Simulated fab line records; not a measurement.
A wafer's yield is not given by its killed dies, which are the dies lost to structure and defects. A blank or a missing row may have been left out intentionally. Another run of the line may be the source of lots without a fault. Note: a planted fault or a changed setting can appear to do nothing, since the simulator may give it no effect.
fab line records | flow sfqLine
[record] lots = 6 | wafers = 18 | lastDay = 86
route steps=325 shown I2@117 M3@118
lots with no fault: from the same line, run without faults
startH: the number of hours between the record's first day and the start of the first shown wafer of the lot | waitH: hours since the lot's step before | " identical to the entry in the row above | L1.1+2: one row covering several wafers at once | - no value, or no start was given | * or withheld: withheld | < > ~ a bound
route shown NAME@n: names a module that has steps shown in the file, with the first one's number in the route | usual: mean and standard deviation over wafers with no fault | same: alike in all rows | chamber/n: place in a boat | sites: the reading at each site | _std_site: their standard deviation | _edge_site: the outer-site mean with the inner-site mean subtracted | radiusMm: how far each site lies from the wafer's centre | mask NAME#n: copy n | behind: the last tool/chamber to shape the wafer | hold: the reason the lot was held/the length of the hold in hours/how it ended | device: names the non-switching transistor (n, p or np) | end of line: tests of these same wafers at the route's end | step lacking rows: just its recipe | killed: not the wafer's yield, but the dies lost to structure and defects at the first sort | map: dies across one wafer; x = killed, . = not, _ = none there
set.NAME: the setting the step ran with; set.NAME@STEP: the setting that earlier step ran with | model.NAME: the simulator's own value behind a step, which no gauge read
lots at some steps of the route; a table a step, a row a wafer
services: the hour from which a tool's chamber was out of use, counted from the record's first day as startH (under 0 if before that day), plus the number of hours and why
[[steps]]
[step SFQ_TRILAYER_I2_VIA_STRIP_SOLV_CLEAN_072]
[recipe] chemistry = NMP | tempC = 70 | timeS = 600
[step SFQ_TRILAYER_M3_DEP_PRE_CLEAN_074]
[recipe] gas = Ar | timeS = 22.5 | biasV = 250
[step SFQ_TRILAYER_M3_DEP_SPUTTER_073]
[recipe] material = Nb | basePressurePa = 1.33e-06 | chamberPressurePa = 0.1333 | substrateTempC = 20 | resputterCathodeVoltageV = 400 | targetThkNm = 200 | powerW = 2000 | timeS = 133.3
[usual] throttleValvePct = 29.8/1.2
lot.wafer | tool          | chamber | startH | waitH | throttleValvePct
L480.2    | pvdSputter-03 | -       | 553.63 | 0.0   | 30.5
L480.4    | "             | -       | "      | "     | 28.9
L480.5    | "             | -       | "      | "     | 27.8
L486.1    | pvdSputter-06 | -       | 740.33 | 0.0   | 30.8
L486.3    | "             | -       | "      | "     | 28.6
L486.5    | "             | -       | "      | "     | 31.4
L490.1    | pvdSputter-03 | -       | 749.93 | 0.0   | 27.8
L490.4    | "             | -       | "      | "     | 30.4
L490.5    | "             | -       | "      | "     | 29.0
L492.2    | pvdSputter-04 | -       | 754.93 | 0.0   | 30.4
L492.5    | "             | -       | "      | "     | 28.9
L492.6    | "             | -       | "      | "     | 30.4
L496.2    | pvdSputter-03 | -       | 763.13 | 0.0   | 31.7
L496.4    | "             | -       | "      | "     | 30.0
L496.5    | "             | -       | "      | "     | 31.6
L497.1    | pvdSputter-04 | -       | 765.73 | 0.0   | 30.3
L497.3    | "             | -       | "      | "     | 29.5
L497.4    | "             | -       | "      | "     | 29.2
[step SFQ_M3_RS_MEAS_919]
[recipe] thkMeasGauge = four-point-probe | reads = Nb_of_TRILAYER_M3_DEP_SPUTTER_073
[usual] M3_NB_RS = 0.892/0.011
lot.wafer | tool         | chamber | startH | waitH | M3_NB_RS[ohm/sq]
L480.2    | filmMetro-02 | -       | 553.74 | 0.1   | 0.883
L480.4    | "            | -       | "      | "     | 0.884
L480.5    | "            | -       | "      | "     | 0.882
L486.1    | filmMetro-03 | -       | 740.42 | 0.0   | 0.883
L486.3    | "            | -       | "      | "     | 0.890
L486.5    | "            | -       | "      | "     | 0.890
L490.1    | filmMetro-01 | -       | 750.02 | 0.0   | 0.879
L490.4    | "            | -       | "      | "     | 0.882
L490.5    | "            | -       | "      | "     | 0.881
L492.2    | filmMetro-02 | -       | 755.04 | 0.1   | 0.894
L492.5    | "            | -       | "      | "     | 0.903
L492.6    | "            | -       | "      | "     | 0.897
L496.2    | filmMetro-01 | -       | 763.24 | 0.1   | 0.882
L496.4    | "            | -       | "      | "     | 0.878
L496.5    | "            | -       | "      | "     | 0.877
L497.1    | filmMetro-01 | -       | 765.82 | 0.0   | 0.900
L497.3    | "            | -       | "      | "     | 0.908
L497.4    | "            | -       | "      | "     | 0.913
[step SFQ_TRILAYER_M3_LITHO_COAT_080]
[recipe] resist = BARC | spinRpm = 3000 | resistThkNm = 62
[step SFQ_TRILAYER_M3_LITHO_COAT_075]
[recipe] resist = KrF | spinRpm = 3000 | resistThkNm = 600
[step SFQ_TRILAYER_M3_LITHO_SOFTBAKE_079]
[recipe] tempC = withheld | timeS = withheld | resist = KrF
[step SFQ_TRILAYER_M3_LITHO_EXPOSE_076]
[recipe] maskId = M3 | na = 0.6 | sourceShape = conventional | sigmaOuter = 0.65 | targetCdNm = 500 | doseMj = 14.4
[step SFQ_TRILAYER_M3_LITHO_PEB_078]
[recipe] pebTempC = 115 | pebTimeS = 60 | resist = KrF
[step SFQ_TRILAYER_M3_LITHO_DEVELOP_077]
[recipe] timeS = 60 | resist = KrF
[step SFQ_M3_OVL_MEAS_921]
[usual] M3_OVL = 1/5.5
lot.wafer | tool       | chamber | startH | waitH | M3_OVL[nm]
L480.2    | overlay-01 | -       | 562.24 | 0.1   | 4
L480.4    | "          | -       | "      | "     | 7
L480.5    | "          | -       | "      | "     | 6
L486.1    | overlay-02 | -       | 887.65 | 0.1   | 4
L486.3    | "          | -       | "      | "     | 12
L486.5    | "          | -       | "      | "     | 3
L490.1    | overlay-01 | -       | 898.45 | 0.1   | 0
L490.4    | "          | -       | "      | "     | 5
L490.5    | "          | -       | "      | "     | 2
L492.2    | overlay-01 | -       | 902.05 | 0.1   | -3
L492.5    | "          | -       | "      | "     | -4
L492.6    | "          | -       | "      | "     | -6
L496.2    | overlay-01 | -       | 912.85 | 0.1   | -4
L496.4    | "          | -       | "      | "     | -1
L496.5    | "          | -       | "      | "     | 8
L497.1    | overlay-01 | -       | 916.45 | 0.1   | -4
L497.3    | "          | -       | "      | "     | 4
L497.4    | "          | -       | "      | "     | -2
[step SFQ_TRILAYER_M3_BARC_OPEN_METAL_ETCH_100]
[recipe] maskMaterial = PR | chemistry = O2 | targetDepthNm = 125 | target = BARC | icpW = 600 | biasW = 80 | pressureMtorr = 10 | timeS = 41.7
[usual] drypumpMotorCurrentA = 5.39/0.28 | oesProductAu = 0.684/0.0049
lot.wafer | tool        | chamber | startH | waitH | drypumpMotorCurrentA | oesProductAu | rfHoursCounterH | model.KrF_of_TRILAYER_M3_LITHO_COAT_075.thkNm
L480.2    | rieMetal-02 | 1       | 562.27 | 0.0   | 5.66                 | 0.693        | 98              | 524.6
L480.4    | "           | 0       | "      | "     | 5.50                 | 0.680        | -               | 523.5
L480.5    | "           | 1       | "      | "     | 5.70                 | 0.682        | -               | 523.4
L486.1    | rieMetal-04 | 0       | 887.68 | 0.0   | 4.84                 | 0.680        | 43              | 522.2
L486.3    | "           | 0       | "      | "     | 4.90                 | 0.678        | -               | 521.6
L486.5    | "           | 1       | "      | "     | 5.46                 | 0.685        | -               | 521.7
L490.1    | rieMetal-04 | 1       | 898.48 | 0.0   | 5.45                 | 0.683        | 142             | 521.3
L490.4    | "           | 1       | "      | "     | 5.46                 | 0.684        | -               | 492.8
L490.5    | "           | 0       | "      | "     | 4.86                 | 0.680        | -               | 523.7
L492.2    | rieMetal-04 | 0       | 902.08 | 0.0   | 4.87                 | 0.687        | 45              | 520.5
L492.5    | "           | 1       | "      | "     | 5.45                 | 0.684        | -               | 521.7
L492.6    | "           | 0       | "      | "     | 4.90                 | 0.687        | -               | 492.1
L496.2    | rieMetal-02 | 1       | 912.88 | 0.0   | 5.69                 | 0.677        | 150             | 523.7
L496.4    | "           | 1       | "      | "     | 5.68                 | 0.680        | -               | 523.7
L496.5    | "           | 1       | "      | "     | 5.66                 | 0.690        | -               | 521.6
L497.1    | rieMetal-02 | 1       | 916.48 | 0.0   | 5.68                 | 0.679        | 151             | 520.4
L497.3    | "           | 1       | "      | "     | 5.68                 | 0.682        | -               | 519.6
L497.4    | "           | 0       | "      | "     | 5.48                 | 0.682        | -               | 521.1
[step SFQ_TRILAYER_M3_ETCH_METAL_ETCH_078]
[recipe] target = Nb | stopOn = SiO2 | maskMaterial = PR | chemistry = Cl2/Ar | targetDepthNm = 240 | icpW = 600 | biasW = 80 | pressureMtorr = 10 | timeS = 120
[usual] drypumpMotorCurrentA = 5.39/0.28 | oesProductAu = 0.893/0.0074
lot.wafer | tool        | chamber | startH | waitH | drypumpMotorCurrentA | oesProductAu | rfHoursCounterH | model.KrF_of_TRILAYER_M3_LITHO_COAT_075.thkNm
L480.2    | rieMetal-02 | 1       | 562.33 | 0.0   | 5.70                 | 0.896        | 98              | 386.1
L480.4    | "           | 0       | "      | "     | 5.47                 | 0.898        | -               | 383.9
L480.5    | "           | 1       | "      | "     | 5.69                 | 0.896        | -               | 384.2
L486.1    | rieMetal-04 | 0       | 887.74 | 0.0   | 4.89                 | 0.899        | 43              | 381.7
L486.3    | "           | 0       | "      | "     | 4.87                 | 0.891        | -               | 381.8
L486.5    | "           | 1       | "      | "     | 5.45                 | 0.898        | -               | 382.1
L490.1    | rieMetal-04 | 1       | 898.54 | 0.0   | 5.47                 | 0.903        | 142             | 381.4
L490.4    | "           | 1       | "      | "     | 5.45                 | 0.900        | -               | 353.1
L490.5    | "           | 0       | "      | "     | 4.88                 | 0.897        | -               | 383.2
L492.2    | rieMetal-04 | 0       | 902.14 | 0.0   | 4.88                 | 0.878        | 45              | 380.3
L492.5    | "           | 1       | "      | "     | 5.44                 | 0.890        | -               | 382.9
L492.6    | "           | 0       | "      | "     | 4.87                 | 0.887        | -               | 353.5
L496.2    | rieMetal-02 | 1       | 912.94 | 0.0   | 5.66                 | 0.902        | 150             | 383.7
L496.4    | "           | 1       | "      | "     | 5.64                 | 0.906        | -               | 381.9
L496.5    | "           | 1       | "      | "     | 5.65                 | 0.901        | -               | 380.3
L497.1    | rieMetal-02 | 1       | 916.54 | 0.0   | 5.69                 | 0.888        | 151             | 378.6
L497.3    | "           | 1       | "      | "     | 5.68                 | 0.891        | -               | 377.8
L497.4    | "           | 0       | "      | "     | 5.48                 | 0.886        | -               | 379.5
[step SFQ_TRILAYER_M3_STRIP_STRIP_079]
[recipe] gas = O2 | powerW = 200 | platenTempC = 40 | overashFraction = 0.65 | chemistry = O2 | pressureMtorr = 50
[usual] drypumpMotorCurrentA = 5.40/0.28 | oesProductAu = 0.995/0.0066
lot.wafer | tool        | chamber | startH | waitH | drypumpMotorCurrentA | oesProductAu | rfHoursCounterH
L480.2    | rieMetal-02 | 1       | 562.46 | 0.1   | 5.68                 | 0.987        | 98
L480.4    | "           | 0       | "      | "     | 5.48                 | 0.991        | -
L480.5    | "           | 1       | "      | "     | 5.69                 | 0.993        | -
L486.1    | rieMetal-04 | 0       | 887.87 | 0.1   | 4.86                 | 1.002        | 43
L486.3    | "           | 0       | "      | "     | 4.89                 | 0.996        | -
L486.5    | "           | 1       | "      | "     | 5.45                 | 0.990        | -
L490.1    | rieMetal-04 | 1       | 898.67 | 0.1   | 5.48                 | 0.992        | 142
L490.4    | "           | 1       | "      | "     | 5.47                 | 1.004        | -
L490.5    | "           | 0       | "      | "     | 4.87                 | 0.993        | -
L492.2    | rieMetal-04 | 0       | 902.27 | 0.1   | 4.83                 | 0.991        | 45
L492.5    | "           | 1       | "      | "     | 5.45                 | 1.002        | -
L492.6    | "           | 0       | "      | "     | 4.88                 | 0.988        | -
L496.2    | rieMetal-02 | 1       | 913.07 | 0.1   | 5.69                 | 0.990        | 150
L496.4    | "           | 1       | "      | "     | 5.68                 | 1.004        | -
L496.5    | "           | 1       | "      | "     | 5.68                 | 0.986        | -
L497.1    | rieMetal-02 | 1       | 916.67 | 0.1   | 5.66                 | 0.999        | 151
L497.3    | "           | 1       | "      | "     | 5.68                 | 0.996        | -
L497.4    | "           | 0       | "      | "     | 5.46                 | 0.994        | -
[[services]]
tool          | chamber | startH | hours | kind
pvdSputter-04 | -       | 539.89 | 2.3   | repair
pvdSputter-06 | -       | 584.75 | 21.9  | repair
pvdSputter-03 | -       | 589.62 | 2.4   | repair
rieMetal-04   | 0       | 602.31 | -     | clean
rieMetal-04   | 0       | 602.31 | 17.2  | scheduledDown
rieMetal-04   | 0       | 602.31 | 17.2  | ventCycle
pvdSputter-06 | 2       | 606.65 | -     | consumableReplace:kit
pvdSputter-06 | 2       | 606.65 | 18.0  | scheduledDown
pvdSputter-03 | -       | 637.04 | 1.1   | repair
rieMetal-04   | 1       | 646.70 | 8.3   | repair
rieMetal-04   | 1       | 663.43 | 10.3  | repair
pvdSputter-04 | -       | 667.00 | 0.7   | repair
pvdSputter-04 | 0       | 686.13 | -     | consumableReplace:kit
pvdSputter-04 | 0       | 686.13 | 18.0  | scheduledDown
pvdSputter-04 | 0       | 686.13 | 18.0  | ventCycle
pvdSputter-06 | -       | 701.83 | 4.8   | repair
pvdSputter-03 | 1       | 769.83 | -     | consumableReplace:kit
pvdSputter-03 | 1       | 769.83 | 18.0  | scheduledDown
pvdSputter-03 | 1       | 769.83 | 18.0  | ventCycle
pvdSputter-04 | -       | 841.62 | 4.1   | repair
pvdSputter-03 | -       | 871.66 | 2.2   | repair
pvdSputter-06 | -       | 897.92 | 1.7   | repair
pvdSputter-03 | -       | 904.36 | 0.9   | repair
pvdSputter-03 | -       | 915.71 | 7.4   | repair
[[key]]
firstSign none at tools or gauges
[modelEffect] step = SFQ_TRILAYER_M3_BARC_OPEN_METAL_ETCH_100 | value = KrF_of_TRILAYER_M3_LITHO_COAT_075.thkNm | without = 522 | struck = 492.4
[modelEffect] step = SFQ_TRILAYER_M3_ETCH_METAL_ETCH_078 | value = KrF_of_TRILAYER_M3_LITHO_COAT_075.thkNm | without = 382.9 | struck = 353.3
metAt SFQ_TRILAYER_M3_BARC_OPEN_METAL_ETCH_100
struckWafers L490.4,L492.6
onsetBetween 887.68 898.48
[fault] kind = processParameterDrift | tool = rieMetal-04 | chamber = - | onsetH = 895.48 | steps = SFQ_TRILAYER_M3_BARC_OPEN_METAL_ETCH_100 | channel = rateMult | offset = 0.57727 | shape = step | endH = 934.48 | scope = struckWafersOnly
